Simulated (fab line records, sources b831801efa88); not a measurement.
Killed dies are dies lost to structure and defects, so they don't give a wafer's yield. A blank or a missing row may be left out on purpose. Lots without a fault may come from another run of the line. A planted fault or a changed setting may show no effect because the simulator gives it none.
fab line records | flow sky130
record lots=12 wafers=36 last_day=50
route steps=708 shown SD_N@349 LI_CONTACT@362 LOCAL_INTERCONNECT@388 METAL1@435
lots that met no fault: from a run of the same line without faults
start_h: hours from the record's first day to the start of the lot's first wafer shown | wait_h: hours since the lot's step before | " the same as in the row above | L1.1+2: a row that stands for several wafers | - no value, or no start given | * or withheld: withheld | < > ~ a bound
route shown NAME@n: a module of which the file shows steps, and the number in the route of the first | usual: mean/standard deviation of fault-free wafers | same: alike in all rows | chamber/n: place in a boat | sites: the reading at each site | _std_site: their standard deviation | _edge_site: outer sites' mean less inner sites' | radius_mm: how far each site lies from the wafer's centre | mask NAME#n: copy n | behind: the tool/chamber that last shaped the wafer | hold: why the lot was held/for how many hours/how that ended | device: the transistor (n, p or np) that didn't switch | end of line: the same wafers' tests at the end of the route | a step without rows: its recipe alone | killed: dies lost to structure and defects at the first sort, not the wafer's yield | map: a wafer's dies, x killed, . not, _ none there
set.NAME: the setting as run; set.NAME@STEP: as run at that earlier step | model.NAME: the simulator's own value behind a step, which no gauge read
steps of the route over a sample of lots; a table a step, a row a wafer
services: from which hour (start_h, from the record's first day; less than 0 if before it) a tool's chamber was out of use, for how many hours, and why
## steps
# step SKY_SD_N_CD_MEAS_07
# recipe target_cd_nm=380
# usual cd_nm=380.1/2.4
# columns lot.wafer tool chamber start_h wait_h cd_nm
L410.2 cd_sem-01 - 639.19 0.1 383.3
L410.3 " - " " 381.0
L410.6 " - " " 382.6
L418.1 cd_sem-01 - 709.27 0.1 377.9
L418.2 " - " " 378.7
L418.3 " - " " 380.1
L420.2 cd_sem-02 - 739.39 0.1 373.5
L420.3 " - " " 375.3
L420.4 " - " " 373.7
L421.3 cd_sem-02 - 740.16 0.1 380.2
L421.4 " - " " 379.7
L421.5 " - " " 379.4
L423.2 cd_sem-02 - 751.05 0.1 380.8
L423.4 " - " " 379.6
L423.6 " - " " 380.1
L426.1 cd_sem-01 - 784.28 0.1 378.7
L426.3 " - " " 376.9
L426.5 " - " " 374.2
L427.4 cd_sem-01 - 804.43 0.1 379.9
L427.5 " - " " 381.1
L427.6 " - " " 383.3
L428.2 cd_sem-01 - 805.89 0.1 383.8
L428.3 " - " " 383.8
L428.5 " - " " 382.8
L429.1 cd_sem-01 - 806.47 0.1 374.9
L429.3 " - " " 377.9
L429.5 " - " " 377.1
L430.3 cd_sem-01 - 807.71 0.1 381.8
L430.4 " - " " 381.8
L430.6 " - " " 380.3
L431.2 cd_sem-02 - 817.59 0.1 381.9
L431.3 " - " " 382.7
L431.5 " - " " 379.5
L432.2 cd_sem-02 - 818.24 0.1 381.6
L432.3 " - " " 381.4
L432.5 " - " " 382.4
# step SKY_LI_CONTACT_HDPCVD_00
# recipe material=PSG target_thk_nm=930 sigma_open_frac=0.3 time_s=155 temp_c=600 sih4_flow_sccm=60 pressure_mtorr=6
# columns lot.wafer tool chamber start_h wait_h
L410.2+3+6 hdpcvd-02 2,0,1 640.39 0.0
L418.1+2+3 hdpcvd-02 1,0,1 710.56 0.0
L420.2+3+4 hdpcvd-02 0,1,0 740.58 0.0
L421.3+4+5 hdpcvd-02 1,0,1 741.34 0.0
L423.2+4+6 hdpcvd-01 1,1,2 752.30 0.0
L426.1+3+5 hdpcvd-01 0,2,2 785.51 0.0
L427.4+5+6 hdpcvd-01 1,2,0 805.64 0.1
L428.2+3+5 hdpcvd-01 2,1,0 807.12 0.0
L429.1+3+5 hdpcvd-02 0,1,2 807.68 0.0
L430.3+4+6 hdpcvd-01 2,0,2 808.88 0.0
L431.2+3+5 hdpcvd-01 2,1,1 818.79 0.0
L432.2+3+5 hdpcvd-02 0,1,1 819.43 0.0
# step SKY_LI_CONTACT_THK_MEAS_01
# recipe reads=PSG_of_LI_CONTACT_HDPCVD_00
# usual LI_CONTACT_HDPCVD_THK=929/8.9
# columns lot.wafer tool chamber start_h wait_h LI_CONTACT_HDPCVD_THK[nm]
L410.2 film_metro-01 - 640.51 0.1 918
L410.3 " - " " 927
L410.6 " - " " 924
L418.1 film_metro-01 - 710.71 0.1 930
L418.2 " - " " 928
L418.3 " - " " 929
L420.2 film_metro-02 - 740.69 0.1 917
L420.3 " - " " 1263
L420.4 " - " " 912
L421.3 film_metro-02 - 741.46 0.1 1277
L421.4 " - " " 913
L421.5 " - " " 1260
L423.2 film_metro-02 - 752.42 0.1 944
L423.4 " - " " 932
L423.6 " - " " 917
L426.1 film_metro-04 - 785.61 0.1 922
L426.3 " - " " 937
L426.5 " - " " 932
L427.4 film_metro-02 - 805.72 0.0 927
L427.5 " - " " 936
L427.6 " - " " 930
L428.2 film_metro-04 - 807.23 0.1 931
L428.3 " - " " 939
L428.5 " - " " 920
L429.1 film_metro-02 - 807.78 0.1 919
L429.3 " - " " 937
L429.5 " - " " 923
L430.3 film_metro-02 - 809.00 0.1 934
L430.4 " - " " 942
L430.6 " - " " 942
L431.2 film_metro-01 - 818.90 0.1 925
L431.3 " - " " 951
L431.5 " - " " 949
L432.2 film_metro-01 - 819.54 0.1 913
L432.3 " - " " 908
L432.5 " - " " 924
# step SKY_LI_CONTACT_CMP_02
# recipe material=PSG down_force_psi=4 platen_rpm=60 pad_velocity_m_s=0.94248
# usual motor_current_A=12.1/1.1 retaining_ring_pressure_frac=1.000/0.0048 time_to_endpoint_s=31.2/2.5
# columns lot.wafer tool chamber start_h wait_h motor_current_A retaining_ring_pressure_frac time_to_endpoint_s
L410.3 cmp-01 3 640.61 0.1 11.1 1.010 32.0
L410.2 " 0 " " 11.5 1.000 30.4
L410.6 " 3 " " 10.7 0.996 30.0
L418.1 cmp-01 3 710.77 0.1 11.0 0.997 30.2
L418.2 " 1 " " 11.7 1.004 30.8
L418.3 " 2 " " 13.4 0.996 28.0
L420.4 cmp-01 2 740.74 0.0 13.4 0.994 30.2
L420.3 " 3 " " 11.6 1.002 63.4
L420.2 " 1 " " 12.4 1.002 29.2
L421.4 cmp-01 2 741.55 0.1 13.5 1.008 30.1
L421.3 " 3 " " 10.9 1.001 61.2
L421.5 " 2 " " 13.0 0.996 63.0
L423.2 cmp-02 2 752.47 0.0 10.7 1.008 31.5
L423.4 " 3 " " 11.4 1.003 29.1
L423.6 " 2 " " 11.7 1.004 27.7
L426.1 cmp-01 2 785.77 0.1 13.2 0.996 35.0
L426.3 " 3 " " 11.2 1.004 32.0
L426.5 " 0 " " 12.5 0.996 35.5
L427.4 cmp-01 2 805.90 0.2 13.6 1.001 31.8
L427.6 " 3 " " 11.3 0.998 33.9
L427.5 " 0 " " 12.1 1.002 31.5
L428.2 cmp-01 3 807.36 0.1 10.7 1.003 33.9
L428.3 " 1 " " 11.8 0.998 34.8
L428.5 " 3 " " 10.7 0.999 29.8
L429.1 cmp-02 1 807.94 0.1 13.1 0.994 26.9
L429.3 " 2 " " 10.7 1.000 28.5
L429.5 " 3 " " 11.0 1.000 27.0
L430.4 cmp-01 2 809.04 0.0 12.6 0.998 31.7
L430.3 " 1 " " 12.0 1.002 31.1
L430.6 " 3 " " 10.8 1.001 31.3
L431.2 cmp-02 3 818.95 0.0 11.2 0.998 27.8
L431.3 " 1 " " 13.4 0.997 31.1
L431.5 " 0 " " 13.1 1.004 30.1
L432.3 cmp-01 2 819.59 0.0 13.6 0.992 31.1
L432.2 " 1 " " 11.9 1.006 30.6
L432.5 " 2 " " 13.6 0.997 31.5
# step SKY_LOCAL_INTERCONNECT_RS_MEAS_01
# recipe thk_meas_gauge=four-point-probe reads=TiN_of_LOCAL_INTERCONNECT_SPUTTER_00
# usual LOCAL_INTERCONNECT_TIN_RS=14.21/0.13
# columns lot.wafer tool chamber start_h wait_h LOCAL_INTERCONNECT_TIN_RS[ohm/sq]
L410.2 film_metro-01 - 670.25 0.1 14.22
L410.3 " - " " 14.28
L410.6 " - " " 14.33
L418.1 film_metro-02 - 739.87 0.0 14.14
L418.2 " - " " 14.22
L418.3 " - " " 14.23
L420.2 film_metro-01 - 770.52 0.1 14.10
L420.3 " - " " 14.16
L420.4 " - " " 14.01
L421.3 film_metro-02 - 770.89 0.1 14.23
L421.4 " - " " 14.31
L421.5 " - " " 14.21
L423.2 film_metro-03 - 781.25 0.1 14.37
L423.4 " - " " 14.30
L423.6 " - " " 14.31
L426.1 film_metro-03 - 814.88 0.0 14.21
L426.3 " - " " 14.00
L426.5 " - " " 14.22
L427.4 film_metro-03 - 834.29 0.1 14.39
L427.5 " - " " 14.27
L427.6 " - " " 14.40
L428.2 film_metro-01 - 836.09 0.1 14.27
L428.3 " - " " 14.26
L428.5 " - " " 14.18
L429.1 film_metro-01 - 836.75 0.0 14.43
L429.3 " - " " 14.39
L429.5 " - " " 14.36
L430.3 film_metro-02 - 837.76 0.1 14.30
L430.4 " - " " 14.18
L430.6 " - " " 14.11
L431.2 film_metro-02 - 846.94 0.1 14.50
L431.3 " - " " 14.50
L431.5 " - " " 14.46
L432.2 film_metro-01 - 848.09 0.1 14.11
L432.3 " - " " 14.10
L432.5 " - " " 14.00
# step SKY_METAL1_SPUTTER_01
# recipe material=TiN target_thk_nm=20 power_w=6500 time_s=16.7 chamber_pressure_pa=0.4
# usual throttle_valve_pct=29.7/0.9
# columns lot.wafer tool chamber start_h wait_h throttle_valve_pct
L410.2 pvd_sputter-03 - 729.43 0.0 30.1
L410.3 " - " " 29.3
L410.6 " - " " 30.1
L418.1 pvd_sputter-01 - 796.72 0.0 28.9
L418.2 " - " " 29.9
L418.3 " - " " 30.7
L420.2 pvd_sputter-01 - 827.60 0.0 29.6
L420.3 " - " " 28.9
L420.4 " - " " 29.7
L421.3 pvd_sputter-02 - 827.95 0.0 30.3
L421.4 " - " " 28.7
L421.5 " - " " 28.6
L423.2 pvd_sputter-01 - 838.89 0.0 29.1
L423.4 " - " " 29.7
L423.6 " - " " 29.5
L426.1 pvd_sputter-02 - 872.86 0.0 29.0
L426.3 " - " " 29.3
L426.5 " - " " 29.4
L427.4 pvd_sputter-03 - 890.08 0.0 31.5
L427.5 " - " " 31.2
L427.6 " - " " 30.4
L428.2 pvd_sputter-01 - 892.28 0.0 29.7
L428.3 " - " " 28.7
L428.5 " - " " 29.8
L429.1 pvd_sputter-02 - 892.50 0.0 28.0
L429.3 " - " " 29.2
L429.5 " - " " 29.3
L430.3 pvd_sputter-03 - 893.41 0.0 31.3
L430.4 " - " " 30.5
L430.6 " - " " 31.6
L431.2 pvd_sputter-03 - 902.13 0.0 30.8
L431.3 " - " " 30.3
L431.5 " - " " 30.5
L432.2 pvd_sputter-03 - 903.65 0.0 31.3
L432.3 " - " " 29.6
L432.5 " - " " 30.3
## services
# columns tool chamber start_h hours kind
cmp-01 - 621.95 1.0 repair
pvd_sputter-03 - 639.86 12.9 repair
cmp-01 - 641.54 0.6 repair
cmp-01 - 648.69 6.5 repair
pvd_sputter-03 - 648.75 4.3 repair
hdpcvd-02 - 650.75 15.0 pm
pvd_sputter-02 - 662.18 3.1 repair
pvd_sputter-01 - 670.51 5.3 repair
hdpcvd-01 - 671.89 1.5 repair
hdpcvd-02 2 707.87 15.8 repair
hdpcvd-01 - 709.49 14.4 repair
cmp-01 - 714.46 2.6 repair
pvd_sputter-02 - 720.07 14.5 repair
cmp-02 - 733.94 2.8 repair
hdpcvd-02 - 743.71 0.3 repair
cmp-01 - 744.13 4.0 pm
cmp-02 - 744.29 1.5 repair
pvd_sputter-02 - 745.22 3.9 repair
pvd_sputter-03 - 745.88 1.9 repair
cmp-01 - 761.53 3.9 repair
pvd_sputter-01 - 781.14 1.9 repair
hdpcvd-02 - 848.89 1.6 repair
hdpcvd-02 2 859.31 3.6 repair
cmp-01 - 869.16 5.3 pm
## key
first_sign step=SKY_LI_CONTACT_THK_MEAS_01 reading=LI_CONTACT_HDPCVD_THK direction=up sigmas=38 usual=929 struck=1266
effect step=SKY_LI_CONTACT_CMP_02 reading=time_to_endpoint_s direction=up sigmas=12 usual=* struck=*
met_at SKY_LI_CONTACT_HDPCVD_00
struck_lots L420,L421
struck_wafers L420.3,L421.3,L421.5
tester_left_out L420,L421
not_acting_at SKY_SD_N_CD_MEAS_07,SKY_LOCAL_INTERCONNECT_RS_MEAS_01,SKY_METAL1_SPUTTER_01
onset_between 710.56 740.58
fault kind=process_parameter_drift tool=hdpcvd-02 chamber=1 onset_h=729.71 steps=SKY_LI_CONTACT_HDPCVD_00 channel=target_thk_nm offset=344.97 shape=step end_h=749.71 acts_in=these_recipes_only stated=930
# tester_left_out: of these lots the tester's yield and bins aren't shown, on N5 and GAA mostly nor the transistor test; their killed dies are dies lost to structure and defects alone, not to doping, threshold or leakage, so they don't give the yield
